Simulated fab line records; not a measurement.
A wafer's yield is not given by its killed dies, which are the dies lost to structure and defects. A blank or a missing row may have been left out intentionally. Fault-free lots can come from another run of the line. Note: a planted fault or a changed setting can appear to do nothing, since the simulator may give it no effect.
A single fault, viewed from 2 desks :: flow sky130 :: each desk holds nothing but its own numbers, with what lay behind them at the end

== THE TOOL OWNER'S DESK: furnace-02 ==
The tool's own readings at SKY_SONOS_ONO_OXIDATION_00 (stabilise 600 s, purge 300 s, target thk 2.6 nm): means of the sampled wafers that have a number, for each lot that ran on this tool. The brackets show how far a lot's mean lies from the usual mean; more than 4 standard deviations puts the lot out of limits, marked OUT.
Columns: A = spikeTcCentreC at SKY_SONOS_ONO_OXIDATION_00, usual 800.6 C; B = tubeCenterTempC at SKY_SONOS_ONO_OXIDATION_00, usual 800 C
lot: L254
first seen here: day 12 01:11
A: 799.6
B: 800

lot: L261
first seen here: day 14 05:57
A: 800.1
B: 800

lot: L262
first seen here: day 14 13:44
A: 800.2
B: 800

lot: L263
first seen here: day 14 16:16
A: 800.1
B: 800

lot: L264
first seen here: day 15 03:44
A: 800.5
B: 800

lot: L266
first seen here: day 15 20:52
A: 801.1
B: 800

lot: L267
first seen here: day 16 04:49
A: 801.3
B: 800

lot: L268
first seen here: day 16 17:32
A: 799.2
B: 800
This desk found nothing out of limits on any of the 8 lots.

== METROLOGY DESK ==
What the gauges read, lot by lot, whatever tool the lot ran on: means of the sampled wafers that have a number. The brackets show how far a lot's mean lies from the usual mean; more than 4 standard deviations puts the lot out of limits, marked OUT.
Columns: A = SONOS_ONO_OXIDATION_THK at SKY_SONOS_ONO_THK_MEAS_01, usual 2.58 nm; B = VIA3_BOW at SKY_VIA3_BOW_MEAS_03, usual 78 um; C = VIA3_W_RS at SKY_VIA3_RS_MEAS_22, usual 0.295 ohm/sq
lot: L253
first seen here: day 11 17:06
A: 2.55
B: 77
C: 0.294

lot: L254
first seen here: day 12 02:32
A: 2.64
B: 83
C: 0.295

lot: L256
first seen here: day 12 14:52
A: 2.58
B: 82
C: 0.296

lot: L257
first seen here: day 12 17:44
A: 2.55
B: 72
C: 0.294

lot: L258
first seen here: day 13 04:59
A: 2.57
B: 81
C: 0.296

lot: L261
first seen here: day 14 07:20
A: 2.54
B: 71
C: 0.295

lot: L262
first seen here: day 14 15:06
A: 2.61
B: 83
C: 0.298

lot: L263
first seen here: day 14 17:37
A: 2.63
B: 74
C: 0.300

lot: L264
first seen here: day 15 05:05
A: 2.56
B: 74
C: 0.294

lot: L266
first seen here: day 15 22:14
A: 2.56
B: 71
C: 0.295

lot: L267
first seen here: day 16 06:10
A: 2.95 (+6.2) OUT
B: 81
C: 0.293

lot: L268
first seen here: day 16 18:53
A: 2.88 (+5.1) OUT
B: 77
C: 0.292

lot: L276
first seen here: day 19 22:19
A: 2.65
B: 71
C: 0.288
This desk's finding: out of limits on L267, L268; first on L267, day 16 06:10 (SONOS_ONO_OXIDATION_THK at SKY_SONOS_ONO_THK_MEAS_01). L253, L254, L256, L257, L258, L261, L262, L263, L264, L266, L276 stayed within limits.

== BROUGHT TOGETHER ==
At day 16 06:10 the metrology desk could have sounded an alarm, on L267, L268.
The desk of the tool owner found nothing out of limits.
Tool owner's desk: L267, L268 on record, inside its limits.
The lots listed all ran SKY_SONOS_ONO_OXIDATION_00 on furnace-02.

== WHAT THE SIMULATOR HAD INSERTED ==
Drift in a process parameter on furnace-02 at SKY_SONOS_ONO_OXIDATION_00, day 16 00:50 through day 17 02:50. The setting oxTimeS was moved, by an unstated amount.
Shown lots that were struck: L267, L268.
Time in hours between the start of the fault and the first out-of-limits reading at each desk: metrology desk, 5.
